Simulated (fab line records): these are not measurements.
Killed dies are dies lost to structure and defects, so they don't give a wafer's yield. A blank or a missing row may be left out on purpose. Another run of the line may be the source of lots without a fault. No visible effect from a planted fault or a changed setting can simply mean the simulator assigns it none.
The tool behind it: which one?	flow gf180mcu	13 lots, 39 wafers sampled, at 4 steps of a route of 602

## WHAT EACH GAUGE READ, for each wafer
GF_HV_LDD_CD_MEAS_31 targets a cd of 400 nm. Usual: cd nm 400.0 nm, standard deviation 2.4.
lot	measured	on	cd nm (nm)	flag
L392	day 11 13:50	cd sem-02	399.4 401.4 401.0	
L393	day 11 20:14	cd sem-02	395.2 398.8 396.9	
L394	day 12 05:04	cd sem-02	400.2 400.6 399.8	
L395	day 12 09:10	cd sem-02	401.3 405.4 401.8	
L397	day 13 02:30	cd sem-02	398.3 400.8 400.7	
L398	day 13 08:48	cd sem-01	404.8 402.6 402.7	
L403	day 15 01:46	cd sem-02	400.8 401.4 400.2	
L404	day 15 10:50	cd sem-01	396.6 398.0 397.3	
L410	day 17 08:37	cd sem-02	399.9 400.3 400.3	
L411	day 17 17:25	cd sem-02	398.3 399.1 399.0	
L412	day 17 22:07	cd sem-02	401.4 400.0 399.5	
L414	day 18 14:28	cd sem-01	398.0 401.7 399.6	
L415	day 19 05:46	cd sem-02	398.4 400.1 399.5	

GF_HV_LDD_TW_MEAS_50. Usual: HV_LDD_4_TW 570, standard deviation 5.
lot	measured	on	HV_LDD_4_TW	flag
L392	day 12 10:26	film metro-03	575 577 577	
L393	day 12 15:59	film metro-02	570 571 570	
L394	day 13 02:34	film metro-03	577 576 573	
L395	day 13 06:09	film metro-01	567 565 561	
L397	day 13 23:29	film metro-01	564 562 561	
L398	day 14 06:20	film metro-02	569 567 569	
L403	day 16 00:16	film metro-03	576 575 578	
L404	day 16 09:53	film metro-03	576 575 574	
L410	day 18 07:31	film metro-01	561 566 562	
L411	day 18 17:53	film metro-01	564 563 565	
L412	day 18 22:32	film metro-02	567 566 566	
L414	day 19 15:05	film metro-01	568 572 569	
L415	day 20 07:50	film metro-01	565 564 565	

GF_HV_LDD_RS_MEAS_53: the measuring method here is four-point-probe. Usual: HV_LDD_RS 418.2 ohm/sq, standard deviation 1.1.
lot	measured	on	HV_LDD_RS (ohm/sq)	flag
L392	day 12 10:37	film metro-01	416.8 417.5 417.0	
L393	day 12 16:10	film metro-01	417.8 417.4 417.8	
L394	day 13 02:44	film metro-03	419.1 417.7 417.2	
L395	day 13 06:20	film metro-03	418.9 418.3 418.6	
L397	day 13 23:41	film metro-03	417.4 416.3 416.7	
L398	day 14 06:32	film metro-02	418.1 417.3 418.8	
L403	day 16 00:26	film metro-03	421.8 419.1 423.0	
L404	day 16 10:04	film metro-02	421.2 417.9 422.0	
L410	day 18 07:43	film metro-02	417.4 417.3 417.5	
L411	day 18 18:04	film metro-03	416.6 416.9 417.8	
L412	day 18 22:43	film metro-02	417.3 418.2 418.0	
L414	day 19 15:17	film metro-01	419.1 419.5 418.2	
L415	day 20 08:01	film metro-01	418.8 419.1 419.1	

## TOOL THAT RAN EACH LOT (tool first, then ch and the chambers of the sampled wafers, then the start)
lot	GF_HV_LDD_IMPLANT_33
L392	implanter-01 ch 0, day 11 13:59
L393	implanter-03 ch 0, day 11 20:23
L394	implanter-01 ch 0, day 12 05:13
L395	implanter-03 ch 0, day 12 09:19
L397	implanter-01 ch 0, day 13 02:40
L398	implanter-04 ch 0, day 13 08:58
L403	implanter-01 ch 0, day 15 01:55
L404	implanter-01 ch 0, day 15 10:59
L410	implanter-03 ch 0, day 17 08:47
L411	implanter-04 ch 0, day 17 17:34
L412	implanter-01 ch 0, day 17 22:17
L414	implanter-01 ch 0, day 18 14:38
L415	implanter-01 ch 0, day 19 05:55
- GF_HV_LDD_IMPLANT_33

## WHAT THE TOOLS THEMSELVES READ (means of the sampled wafers that have a number; where no wafer has one, the mark that the record gives instead)
GF_HV_LDD_IMPLANT_33. Usual: end station pressure torr 5.02e-06 Torr, standard deviation 2.7e-07.
lot	tool	end station pressure torr (Torr)	flag
L392	implanter-01	5.30e-06	
L393	implanter-03	5.12e-06	
L394	implanter-01	4.92e-06	
L395	implanter-03	4.82e-06	
L397	implanter-01	4.86e-06	
L398	implanter-04	4.88e-06	
L403	implanter-01	5.18e-06	
L404	implanter-01	5.19e-06	
L410	implanter-03	4.68e-06	
L411	implanter-04	5.02e-06	
L412	implanter-01	5.34e-06	
L414	implanter-01	4.91e-06	
L415	implanter-01	4.94e-06	

## THE ANSWER, worked out from the rows above alone
Rule: a lot is off if the mean of its wafers that have a number lies more than 3 standard deviations from the usual mean. Also off: a lot with no number at a reading for which 4 or more lots have one. Any other lot the step has rows for is counted as sound. Order of review: gauges by route order, followed by the tools' own readings, for which a lot's mean as printed above is used. The first step at which some lot is off is used, and at that step the reading that is off furthest; a lot without a number counts as furthest.
No lot is off at any reading shown: from this, nothing can be told.

## WHAT THE SIMULATOR HAD PUT IN
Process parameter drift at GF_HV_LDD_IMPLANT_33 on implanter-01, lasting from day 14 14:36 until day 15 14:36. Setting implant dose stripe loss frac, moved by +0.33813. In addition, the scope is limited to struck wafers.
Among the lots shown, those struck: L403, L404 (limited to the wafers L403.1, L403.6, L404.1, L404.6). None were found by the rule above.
